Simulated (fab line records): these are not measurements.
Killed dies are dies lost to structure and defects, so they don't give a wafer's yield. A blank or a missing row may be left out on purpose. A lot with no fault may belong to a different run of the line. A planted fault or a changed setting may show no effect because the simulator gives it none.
A lot that was struck, set against a sound lot + flow sky130 + 15 steps out of a route of 708
Sound: these wafers, L795.1, L795.3, L795.4. Wafers struck: L800.1, L800.2, L800.3. The cause comes at the end.
For every step that has rows: the tool of each side, followed by ch and its chambers, followed by its first start. Under that, the readings that differ: sound wafers + struck wafers + difference of the means + sigmas: that difference in standard deviations of wafers without a fault.
alike: readings whose means differ by less than 2 such deviations, and words and numbers that are the same on both sides. not compared: withheld readings, readings that some wafer has no value for, bounds like >300 that may hide the same value, and numbers for which the record gives no deviation and whose values overlap.
The two part at a step that has a row with sigmas, a row that says differs or no value, or rows on one side only. Numbers that don't overlap but have no deviation are shown without sigmas and don't part them. A reading that every wafer of one side lacks parts them only if that side has two wafers or more.

first, 3 steps without rows for these wafers: SKY_SONOS_ONO_WET_ETCH_18 (etches Si3N4 in H3PO4, target depth 15 nm, time 172 s); SKY_GATE_OXIDE_CLEAN_00 (cleans in SC1/SC2, time 150 s); SKY_GATE_OXIDE_OXIDATION_01 (stabilise 600 s, purge 300 s, target thk 10.268 nm).
SKY_GATE_OXIDE_THK_MEAS_02:
  sound on film-metro-03 at day 14 16:51; struck on film-metro-03 at day 16 12:16
  alike: GATE_OXIDE_OXIDATION_00_THK
then, 7 steps without rows for these wafers: SKY_GATE_OXIDE_DEHYDRATE_03 (time 60 s); SKY_GATE_OXIDE_HMDS_04 (prime time 60 s); SKY_GATE_OXIDE_COAT_05 (resist thk 1140 nm); SKY_GATE_OXIDE_SOFTBAKE_06 (time 60 s); SKY_GATE_OXIDE_EXPOSE_07 (exposes mask LVOM, target cd 600 nm); SKY_GATE_OXIDE_PEB_08; SKY_GATE_OXIDE_DEVELOP_09 (develop time 60 s).
SKY_GATE_OXIDE_OVL_MEAS_10:
  sound on overlay-02 at day 15 20:20; struck on overlay-02 at day 17 17:11
  alike: GATE_OXIDE_OVL
SKY_GATE_OXIDE_IMPLANT_11:
  sound on implanter-01 ch 0, day 15 20:23; struck on implanter-02 ch 0, day 17 17:13
| reading                   | sound              | struck            | difference | sigmas |
|---------------------------|--------------------|-------------------|------------|--------|
| beam-energy-keV           | 10.000 9.995 9.999 | 9.844 9.843 9.849 | -0.153     | -49    |
| model.implant.drp-nm (nm) | 17.11 17.11 17.11  | 16.93 16.93 16.93 | -0.18      |        |
then, 1 step without rows for these wafers: SKY_GATE_OXIDE_WET_ETCH_12 (etches SiO2 in dHF, target depth 16.8 nm, time 336 s).
-- a jump in the record: the struck wafers' starts before and after are 31 days apart (it breaks off in module GATE_OXIDE and resumes in module PAD_OPEN, where the first step shown is number 708 of the route) --
SKY_PAD_OPEN_PROBE_99:
  record: rows for the struck wafers here (prober-01, day 48 13:35), none for the sound ones

## WHERE THEY PART
At SKY_GATE_OXIDE_IMPLANT_11 first; at SKY_PAD_OPEN_PROBE_99 last (within this record only).

WHY: whatever the simulator had introduced
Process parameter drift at SKY_GATE_OXIDE_IMPLANT_11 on implanter-02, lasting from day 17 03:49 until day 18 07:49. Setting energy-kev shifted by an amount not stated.
